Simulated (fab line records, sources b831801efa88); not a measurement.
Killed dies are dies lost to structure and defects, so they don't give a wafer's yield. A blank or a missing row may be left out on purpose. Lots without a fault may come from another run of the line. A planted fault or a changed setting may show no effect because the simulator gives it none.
Which tool did it? | flow sky130 | 11 lots, 33 wafers sampled, at 2 steps of a route of 708

WHAT THE GAUGES READ, wafer by wafer
SKY_DNWELL_TW_MEAS_09.
lot  | measured    | on            | DNWELL_TW
L625 | day 3 13:23 | film_metro-04 | 1130 1131 1132
L628 | day 3 20:00 | film_metro-02 | 1137 1128 1131
L630 | day 4 06:54 | film_metro-01 | 1091 1091 1089
L631 | day 4 14:52 | film_metro-04 | 30 30 30
L638 | day 6 08:32 | film_metro-02 | 1111 1118 1113
L640 | day 6 12:38 | film_metro-04 | 1116 1124 1122
L639 | day 6 12:39 | film_metro-01 | 1117 1111 1109
L643 | day 7 08:05 | film_metro-01 | 1104 1105 1105
L644 | day 7 13:46 | film_metro-04 | 1098 1102 1102
L645 | day 7 17:55 | film_metro-02 | 1124 1121 1124
L647 | day 8 01:07 | film_metro-04 | 1110 1105 1108

WHICH TOOL RAN EACH LOT (tool, then ch and the chambers of the sampled wafers, then the start)
lot  | SKY_DNWELL_EXPOSE_04
L625 | iline_stepper-01 ch 0, day 3 05:43
L628 | iline_stepper-01 ch 0, day 3 11:50
L630 | iline_stepper-01 ch 0, day 3 23:20
L631 | iline_stepper-01 ch 0, day 4 05:40
L638 | iline_stepper-02 ch 0, day 5 23:31
L640 | iline_stepper-02 ch 0, day 6 03:49
L639 | iline_stepper-01 ch 0, day 6 04:04
L643 | iline_stepper-02 ch 0, day 6 21:47
L644 | iline_stepper-01 ch 0, day 7 03:40
L645 | iline_stepper-01 ch 0, day 7 07:25
L647 | iline_stepper-01 ch 0, day 7 14:52
- SKY_DNWELL_EXPOSE_04: exposes mask DNM, target cd 3000 nm.

THE ANSWER, worked out from the rows above alone
Rule: what is usual is taken from the lots themselves. Put in order of their means at a reading, lots are off if they are a third of the lots or fewer, leave a main group of 4 or more, and stand apart from it by a gap of 3 or more times the standard deviation of the main group's means; of several such gaps the widest counts. A main group whose means are all the same, to the digits that the tables above print for the reading, isn't used. A lot without any number at a reading at which 4 lots or more have one is off too. The other lots that the step has rows for count as sound.
Off: L631, at SKY_DNWELL_TW_MEAS_09 (DNWELL_TW). The main group: mean 1114, standard deviation 13.
A tool fits if, at a process step before that reading, it ran every lot that is off, and no sound lot after the first of them. The gauges at SKY_DNWELL_TW_MEAS_09 are tried like those tools. None of those tried fits.

WHAT THE SIMULATOR HAD PUT IN
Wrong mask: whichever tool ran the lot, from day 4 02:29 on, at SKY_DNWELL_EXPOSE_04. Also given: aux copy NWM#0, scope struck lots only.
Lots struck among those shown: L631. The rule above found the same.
